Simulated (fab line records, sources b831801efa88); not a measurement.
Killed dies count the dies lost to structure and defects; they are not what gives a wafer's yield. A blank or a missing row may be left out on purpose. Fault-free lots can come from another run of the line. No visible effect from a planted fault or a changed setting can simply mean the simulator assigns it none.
A struck lot beside a sound one -- flow sfq_line -- 43 steps out of a route of 325
Sound: these wafers, L661.2, L661.3, L661.5. Struck: wafer L680.2 (L680.3, L680.5, from the same lot, were not struck and are left out); the cause is given at the end.
Each step with rows lists, per side, the tool, then ch with its chambers, then its first start. Under that, the readings that differ: sound wafers -- struck wafers -- difference of the means -- sigmas: that difference in standard deviations of wafers without a fault.
alike: a reading whose means differ by less than 2 such deviations, as well as words and numbers matching on both sides. not compared: withheld readings; readings where some wafer has no value; bounds like >300 that might hide an equal value; numbers whose values overlap and for which the record gives no deviation.
Wherever a step has rows on one side only, a row that says differs or no value, or a row with sigmas, the two part there. Numbers that have no deviation but don't overlap get no sigmas and don't part them. Lack of a reading on every wafer of one side parts them only where that side has two or more wafers.

first, 6 steps without rows for these wafers: SFQ_TRILAYER_M4_LITHO_COAT_098 (resist thk 62 nm); SFQ_TRILAYER_M4_LITHO_COAT_093 (resist thk 600 nm); SFQ_TRILAYER_M4_LITHO_SOFTBAKE_097; SFQ_TRILAYER_M4_LITHO_EXPOSE_094 (exposes mask M4, target cd 500 nm); SFQ_TRILAYER_M4_LITHO_PEB_096 (peb time 60 s); SFQ_TRILAYER_M4_LITHO_DEVELOP_095 (time 60 s).
SFQ_M4_OVL_MEAS_926:
  sound on overlay-01, day 47 10:52; struck on overlay-01, day 62 13:55
  alike: M4_OVL
then, 1 step without rows for these wafers: SFQ_TRILAYER_M4_BARC_OPEN_METAL_ETCH_123 (etches BARC in O2, target depth 125 nm, time 41.7 s).
SFQ_TRILAYER_M4_ETCH_METAL_ETCH_096: etches Nb in Cl2/Ar, stops on SiO2, target depth 240 nm, time 120 s.
  sound on rie_metal-03 ch 0, day 47 10:58; struck on rie_metal-01 ch 1, day 62 14:01
  alike: drypump_motor_current_A, oes_product_au
  not compared: rf_hours_counter_h
SFQ_TRILAYER_M4_STRIP_STRIP_097: strips in O2.
  sound on rie_metal-03 ch 0, day 47 11:05; struck on rie_metal-01 ch 1, day 62 14:08
reading,sound,struck,difference,sigmas
oes_product_au (a.u.),1.003 1.017 1.017,0.991,-0.021,-3
  alike: drypump_motor_current_A
  not compared: rf_hours_counter_h
then, 2 steps without rows for these wafers: SFQ_TRILAYER_M4_STRIP_SOLV_CLEAN_098 (cleans in NMP, time 600 s); SFQ_TRILAYER_I4_DEP_PECVD_099 (deposits SiO2 from SiH4/N2O, time 111.11 s, target thk 500 nm).
SFQ_TRILAYER_I4_CMP_CMP_100: polishes SiO2.
  sound on cmp-02 ch 1,2,3, day 47 11:56; struck on cmp-02 ch 0, day 62 17:34
reading,sound,struck,difference,sigmas
time_to_endpoint_s (s),210 199 213,242,+35,+5
model.SiO2_of_TRILAYER_I4_DEP_PECVD_099.thk_nm (nm),201.2 200.2 201.9,150,-51,
  alike: motor_current_A
SFQ_I4_BOW_MEAS_927:
  sound on film_metro-02, day 47 14:57; struck on film_metro-01, day 62 19:35
  alike: I4_BOW
SFQ_TRILAYER_I4_METRO_MEASURE_101:
  sound on film_metro-02, day 47 15:15; struck on film_metro-01, day 62 19:53
reading,sound,struck,difference,sigmas
thk_nm (nm),201.2 200.3 201.9,150.0,-51.1,-60
then, 6 steps without rows for these wafers: SFQ_TRILAYER_I4_VIA_LITHO_COAT_108 (resist thk 62 nm); SFQ_TRILAYER_I4_VIA_LITHO_COAT_103 (resist thk 650 nm); SFQ_TRILAYER_I4_VIA_LITHO_SOFTBAKE_107; SFQ_TRILAYER_I4_VIA_LITHO_EXPOSE_104 (exposes mask I4, target cd 700 nm); SFQ_TRILAYER_I4_VIA_LITHO_PEB_106 (peb time 60 s); SFQ_TRILAYER_I4_VIA_LITHO_DEVELOP_105 (time 60 s).
-- the record jumps here: 5 days lie between the struck wafers' starts before and after --
SFQ_I4_OVL_MEAS_928:
  sound on overlay-01, day 53 14:17; struck on overlay-01, day 67 12:01
  alike: I4_OVL
SFQ_TRILAYER_I4_VIA_BARC_OPEN_VIA_ETCH_146: etches BARC in O2, target depth 125 nm, time 41.7 s.
  sound on rie_diel-01 ch 0,1, day 53 14:19; struck on rie_diel-04 ch 2, day 67 12:03
  alike: drypump_motor_current_A, oes_product_au
  not compared: rf_hours_counter_h
SFQ_TRILAYER_I4_VIA_ETCH_VIA_ETCH_106: etches SiO2 in CHF3, stops on Nb, target depth 260 nm.
  sound on rie_diel-01 ch 0,1, day 53 14:22; struck on rie_diel-04 ch 2, day 67 12:05
reading,sound,struck,difference,sigmas
oes_product_au (a.u.),0.851 0.855 0.868,0.734,-0.124,-23
model.I4.feature_depth_nm (nm),201.2 200.2 201.9,150,-51,
model.etch.depth_nm (nm),201.2 200.2 201.9,150,-51,
  alike: drypump_motor_current_A
then, 4 steps without rows for these wafers: SFQ_TRILAYER_I4_VIA_STRIP_STRIP_107 (strips in O2); SFQ_TRILAYER_I4_VIA_STRIP_SOLV_CLEAN_108 (cleans in NMP, time 600 s); SFQ_TRILAYER_JJ_TRILAYER_DEP_PRE_CLEAN_113 (time 22.5 s); SFQ_TRILAYER_JJ_TRILAYER_DEP_SPUTTER_109 (material Nb, target thk 150 nm, time 100 s).
SFQ_TRILAYER_JJ_TRILAYER_DEP_SPUTTER_110: material Al, target thk 8 nm, time 10 s.
  sound on pvd_sputter-03, day 53 15:21; struck on pvd_sputter-03, day 67 13:05
reading,sound,struck,difference,sigmas
base_pressure_pa (Pa),1.2e-06 1.19e-06 1.24e-06,1.43e-06,+2.20e-07,+2
  alike: throttle_valve_pct
then, 2 steps without rows for these wafers: SFQ_TRILAYER_JJ_TRILAYER_DEP_AL_OXIDATION_111 (oxidation time 600 s); SFQ_TRILAYER_JJ_TRILAYER_DEP_SPUTTER_112 (material Nb, target thk 170 nm, time 113.3 s).
SFQ_JJ_RS_MEAS_929: measures by four-point-probe.
  sound on film_metro-03, day 53 16:28; struck on film_metro-01, day 67 14:12
  alike: JJ_NB_RS
then, 6 steps without rows for these wafers: SFQ_TRILAYER_JJ_CE_LITHO_COAT_119 (resist thk 62 nm); SFQ_TRILAYER_JJ_CE_LITHO_COAT_114 (resist thk 600 nm); SFQ_TRILAYER_JJ_CE_LITHO_SOFTBAKE_118; SFQ_TRILAYER_JJ_CE_LITHO_EXPOSE_115 (exposes mask J5, target cd 700 nm); SFQ_TRILAYER_JJ_CE_LITHO_PEB_117 (peb time 60 s); SFQ_TRILAYER_JJ_CE_LITHO_DEVELOP_116 (time 60 s).
SFQ_JJ_OVL_MEAS_931:
  sound on overlay-01, day 59 00:33; struck on overlay-01, day 67 16:37
  alike: J5_OVL
next, for these wafers, 1 step has no rows: SFQ_TRILAYER_JJ_CE_METRO_MEASURE_117.
SFQ_TRILAYER_JJ_CE_BARC_OPEN_RIE_150: chemistry O2, target BARC, target depth 240 nm, time 80 s.
  sound on rie_metal-04 ch 0,1, day 59 01:47; struck on rie_metal-02 ch 0, day 67 17:50
  alike: drypump_motor_current_A, oes_product_au
  not compared: rf_hours_counter_h
-- the record jumps here: 3 days lie between the struck wafers' starts before and after --
SFQ_TRILAYER_M5_ETCH_METAL_ETCH_126: etches Nb in Cl2/BCl3, stops on SiO2, time 203.2 s, target depth 265 nm.
  sound on rie_metal-03 ch 0,1, day 64 13:52; struck on rie_metal-02 ch 0, day 70 12:07
reading,sound,struck,difference,sigmas
model.SiO2_of_TRILAYER_I4_DEP_PECVD_099.thk_nm (nm),181.3 180.3 182,130.2,-51.0,
  alike: drypump_motor_current_A, oes_product_au
  not compared: rf_hours_counter_h
-- the record jumps here: 21 days lie between the struck wafers' starts before and after --
SFQ_M8_BOW_MEAS_951:
  sound on film_metro-04, day 83 23:58; struck on film_metro-01, day 91 18:34
reading,sound,struck,difference,sigmas
model.etest.i4.link_ohm,2.156 2.163 2.16,2.141,-0.019,
  alike: M8_BOW

## WHERE THEY PART
Last at SFQ_TRILAYER_JJ_TRILAYER_DEP_SPUTTER_110 as far as this record goes, first at SFQ_TRILAYER_M4_STRIP_STRIP_097. Later steps at which nothing parts them and some readings are alike: SFQ_JJ_RS_MEAS_929, SFQ_JJ_OVL_MEAS_931, SFQ_TRILAYER_JJ_CE_BARC_OPEN_RIE_150, SFQ_TRILAYER_M5_ETCH_METAL_ETCH_126, SFQ_M8_BOW_MEAS_951.

WHY: the cause the simulator had injected
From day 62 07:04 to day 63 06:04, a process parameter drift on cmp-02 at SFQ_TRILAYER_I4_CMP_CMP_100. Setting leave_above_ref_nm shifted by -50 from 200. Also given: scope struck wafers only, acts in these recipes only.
